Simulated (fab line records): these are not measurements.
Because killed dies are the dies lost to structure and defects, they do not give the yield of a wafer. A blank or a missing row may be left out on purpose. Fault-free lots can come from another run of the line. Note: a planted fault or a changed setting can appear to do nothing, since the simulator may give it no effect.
One fault seen from 2 desks ; flow gf180mcu ; every desk sees just its own numbers, and what lay behind them comes last

## FROM THE METROLOGY DESK
What the gauges read for every lot (on any tool): the sampled wafers with a number, averaged. If a lot's mean is further than 4 standard deviations from the usual mean, the lot is out of limits and carries the mark OUT (the distance appears in the brackets).
Columns: A = CONTACT_OVL at GF_CONTACT_OVL_MEAS_15, usual -1 nm; B = CONTACT_W_RS at GF_CONTACT_RS_MEAS_25, usual 0.382 ohm/sq; C = CONTACT_W_THK at GF_CONTACT_THK_MEAS_26, usual 295 nm
lot;first seen here;A;B;C
L729;day 17 15:17;-1;0.387;289
L732;day 18 07:19;3;0.376;300
L733;day 18 14:26;7;0.378;299
L739;day 21 09:29;2;0.381;294
L747;day 23 16:34;-8;0.385;295
L748;day 24 01:35;-1;0.386;294
Result from this desk: across the 6 lots, nothing is out of limits.

## TOOL OWNER'S DESK, cmp-01
The tool's own readings at GF_CONTACT_CMP_27 (polishes, stops on SiO2, t overpolish 15 s, target thk 0 nm): means of the sampled wafers that have a number, for each lot that ran on this tool. If a lot's mean is further than 4 standard deviations from the usual mean, the lot is out of limits and carries the mark OUT (the distance appears in the brackets).
Columns: A = head pressure psi at GF_CONTACT_CMP_27, usual 3.500 psi; B = motor current A at GF_CONTACT_CMP_27, usual 11.2 A; C = overpolish run s at GF_CONTACT_CMP_27, usual 14.999 s; D = slurry flow ml min at GF_CONTACT_CMP_27, usual 150.1; E = time to endpoint s at GF_CONTACT_CMP_27, usual 73.7 s
lot;first seen here;A;B;C;D;E
L732;day 18 08:11;3.503;11.3;14.997;150.3;70.4
L733;day 18 15:25;3.504;11.5;15.006;150.4;74.6
L747;day 23 17:35;3.503;11.4;10.008 (-99 or more) OUT;150.3;87.2 (+4.8) OUT
L748;day 24 02:28;3.502;11.9;5.027 (-99 or more) OUT;150.1;100.7 (+9.6) OUT
This desk's finding: out of limits on L747, L748; first on L747, day 23 17:35 (overpolish run s at GF_CONTACT_CMP_27). L732, L733: within limits.

## ALL TOGETHER
On L747, L748, at day 23 17:35, an alarm was possible from the tool owner's desk.
Nothing out of limits was seen by the metrology desk.
The metrology desk has L747, L748 on record, within its limits.
Of the lots named, all ran GF_CONTACT_CMP_27 on cmp-01.

## WHAT WAS PUT IN BY THE SIMULATOR
cmp-01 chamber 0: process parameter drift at GF_CONTACT_CMP_27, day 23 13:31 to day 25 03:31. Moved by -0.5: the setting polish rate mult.
Struck lots among those shown: L747, L748.
Hours from the fault's start to each desk's first reading out of limits: the tool owner's desk, 4.
